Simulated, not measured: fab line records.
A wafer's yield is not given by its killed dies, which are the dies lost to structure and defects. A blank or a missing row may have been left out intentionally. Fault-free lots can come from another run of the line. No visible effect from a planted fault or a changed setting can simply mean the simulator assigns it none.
2 desks, one fault :: flow gf180mcu :: only its own numbers are on each desk; what lay behind them is given at the end

FOR THE TOOL OWNER'S DESK: implanter-03
GF_MVPSD_IMPLANT_08, tool's own readings: per-lot mean of the sampled wafers with a number, covering each lot this tool ran. If a lot's mean is further than 4 standard deviations from the usual mean, the lot is out of limits and carries the mark OUT (the distance appears in the brackets).
Columns: A = beam energy keV at GF_MVPSD_IMPLANT_08, usual 169.99
lot: L887
first seen here: day 6 20:34
A: 173.19 (+73) OUT

lot: L891
first seen here: day 7 16:36
A: 173.27 (+74) OUT

lot: L903
first seen here: day 10 22:11
A: 170.00
This desk's verdict: out of limits on L887, L891, starting with L887 at day 6 20:34 (beam energy keV at GF_MVPSD_IMPLANT_08). Within limits: L903.

THE METROLOGY DESK
Means of the sampled wafers that have a number, per lot and without regard to the tool the lot ran on: this is what the gauges read. If a lot's mean is further than 4 standard deviations from the usual mean, the lot is out of limits and carries the mark OUT (the distance appears in the brackets).
Columns: A = MVSD_TW at GF_MVSD_TW_MEAS_11, usual 1586; B = MVPSD_OVL at GF_MVPSD_OVL_MEAS_07, usual 0.8 nm
lot: L881
first seen here: day 4 19:28
A: 1590
B: 2.7

lot: L887
first seen here: day 6 05:28
A: 1597
B: -1.2

lot: L891
first seen here: day 7 01:19
A: 1597
B: -0.7

lot: L893
first seen here: day 7 15:33
A: 1596
B: -0.5

lot: L901
first seen here: day 9 09:12
A: 1566
B: 2.4

lot: L903
first seen here: day 10 04:38
A: 1576
B: 0.4
This desk's finding: nothing out of limits on any of the 6 lots.

ALL TOGETHER
On L887, L891, at day 6 20:34, an alarm was possible from the tool owner's desk.
At the metrology desk, nothing out of limits was observed.
The metrology desk has L887, L891 on record, within its limits.
Of the lots named, all ran GF_MVPSD_IMPLANT_08 on implanter-03.

WHAT HAD BEEN PUT IN BY THE SIMULATOR
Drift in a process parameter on implanter-03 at GF_MVPSD_IMPLANT_08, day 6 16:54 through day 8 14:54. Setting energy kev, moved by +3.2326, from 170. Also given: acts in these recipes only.
Shown lots that were struck: L887, L891.
Hours from the fault's start to each desk's first reading out of limits: the tool owner's desk, 4.
